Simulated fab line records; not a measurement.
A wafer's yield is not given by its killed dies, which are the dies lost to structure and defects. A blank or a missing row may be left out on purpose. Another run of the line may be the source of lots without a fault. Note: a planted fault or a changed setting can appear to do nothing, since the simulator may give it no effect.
Which of the tools did it? | flow sky130 | 45 wafers from 15 lots sampled at 3 of the route's 708 steps

## WHAT THE GAUGES SHOWED, per wafer
SKY_VIA1_BOW_MEAS_03. Usual: for VIA1_BOW the level is 80 um and the standard deviation is 6.8.
lot  | measured     | on            | VIA1_BOW (um) | flag
L333 | day 33 07:13 | film-metro-01 | 85 81 90      |
L332 | day 33 09:22 | film-metro-01 | 85 73 86      |
L335 | day 33 21:04 | film-metro-04 | 77 79 82      |
L336 | day 34 05:07 | film-metro-01 | 79 83 78      |
L337 | day 34 22:05 | film-metro-02 | 75 86 82      |
L341 | day 35 22:04 | film-metro-02 | 80 71 88      |
L342 | day 36 04:01 | film-metro-04 | 80 71 83      |
L344 | day 36 19:24 | film-metro-04 | 89 76 82      |
L346 | day 37 16:18 | film-metro-04 | 80 89 85      |
L347 | day 37 18:16 | film-metro-04 | 82 68 75      |
L348 | day 38 00:31 | film-metro-02 | 92 74 85      |
L349 | day 38 06:29 | film-metro-02 | 80 74 79      |
L353 | day 38 23:55 | film-metro-04 | 78 88 76      |
L354 | day 39 06:26 | film-metro-02 | 79 76 89      |
L355 | day 39 17:04 | film-metro-02 | 75 80 66      |

SKY_VIA1_RS_MEAS_22: measurement is done with a four-point probe. Usual: for VIA1_W_RS the level is 0.430 ohm/sq and the standard deviation is 0.005.
lot  | measured     | on            | VIA1_W_RS (ohm/sq) | flag
L333 | day 34 10:34 | film-metro-01 | 0.428 0.426 0.433  |
L332 | day 34 11:56 | film-metro-02 | 0.437 0.432 0.431  |
L335 | day 35 00:31 | film-metro-01 | 0.430 0.429 0.430  |
L336 | day 35 08:46 | film-metro-02 | 0.426 0.421 0.424  |
L337 | day 36 00:52 | film-metro-04 | 0.433 0.439 0.440  |
L341 | day 37 00:34 | film-metro-04 | 0.426 0.435 0.431  |
L342 | day 37 06:30 | film-metro-04 | 0.428 0.429 0.432  |
L344 | day 37 22:14 | film-metro-02 | 0.432 0.431 0.431  |
L346 | day 38 18:47 | film-metro-04 | 0.432 0.433 0.433  |
L347 | day 38 20:22 | film-metro-01 | 0.432 0.434 0.428  |
L348 | day 39 02:22 | film-metro-02 | 0.433 0.432 0.438  |
L349 | day 39 08:14 | film-metro-02 | 0.424 0.424 0.432  |
L353 | day 40 01:37 | film-metro-04 | 0.423 0.430 0.435  |
L354 | day 40 07:47 | film-metro-04 | 0.432 0.432 0.425  |
L355 | day 40 18:57 | film-metro-04 | 0.435 0.425 0.429  |

SKY_VIA1_THK_MEAS_23: measures by xrf. Usual: for VIA1_W_THK the level is 274 nm and the standard deviation is 3.5.
lot  | measured     | on            | VIA1_W_THK (nm) | flag
L333 | day 34 10:40 | film-metro-01 | 275 275 270     |
L332 | day 34 12:03 | film-metro-02 | 270 272 274     |
L335 | day 35 00:38 | film-metro-01 | 274 273 272     |
L336 | day 35 08:53 | film-metro-02 | 276 277 277     |
L337 | day 36 00:59 | film-metro-04 | 269 266 264     |
L341 | day 37 00:41 | film-metro-04 | 276 269 273     |
L342 | day 37 06:37 | film-metro-04 | 274 274 274     |
L344 | day 37 22:20 | film-metro-02 | 273 274 273     |
L346 | day 38 18:54 | film-metro-04 | 271 273 273     |
L347 | day 38 20:29 | film-metro-01 | 273 274 276     |
L348 | day 39 02:28 | film-metro-02 | 272 271 269     |
L349 | day 39 08:19 | film-metro-02 | 278 278 273     |
L353 | day 40 01:43 | film-metro-04 | 278 273 272     |
L354 | day 40 07:54 | film-metro-04 | 272 274 278     |
L355 | day 40 19:04 | film-metro-04 | 271 275 274     |

## TOOL THAT RAN EACH LOT (tool first, then ch and the chambers of the sampled wafers, then the start)
Record: no process step prior to these readings.

## AS READ BY THE TOOLS THEMSELVES (means over the sampled wafers that have a number; for cases with no such wafer, the mark the record gives instead)
The record holds no such reading with a usual standard deviation.

## THE ANSWER, worked out from the rows above alone
Rule: a lot counts as off when the mean over its wafers that have a number is more than 3 standard deviations away from the usual mean. A lot without any number at a reading at which 4 lots or more have one is off too. Where the step has rows for the other lots, those lots are counted as sound. The gauges are gone through in route order, then the tools' own readings, and for those a lot's mean is taken as printed above. The first step at which some lot is off is used, and at that step the reading that is off furthest; a lot without a number counts as furthest.
No lot is off on any of the readings shown, so nothing can be concluded from this.

## WHAT THE SIMULATOR HAD INSERTED
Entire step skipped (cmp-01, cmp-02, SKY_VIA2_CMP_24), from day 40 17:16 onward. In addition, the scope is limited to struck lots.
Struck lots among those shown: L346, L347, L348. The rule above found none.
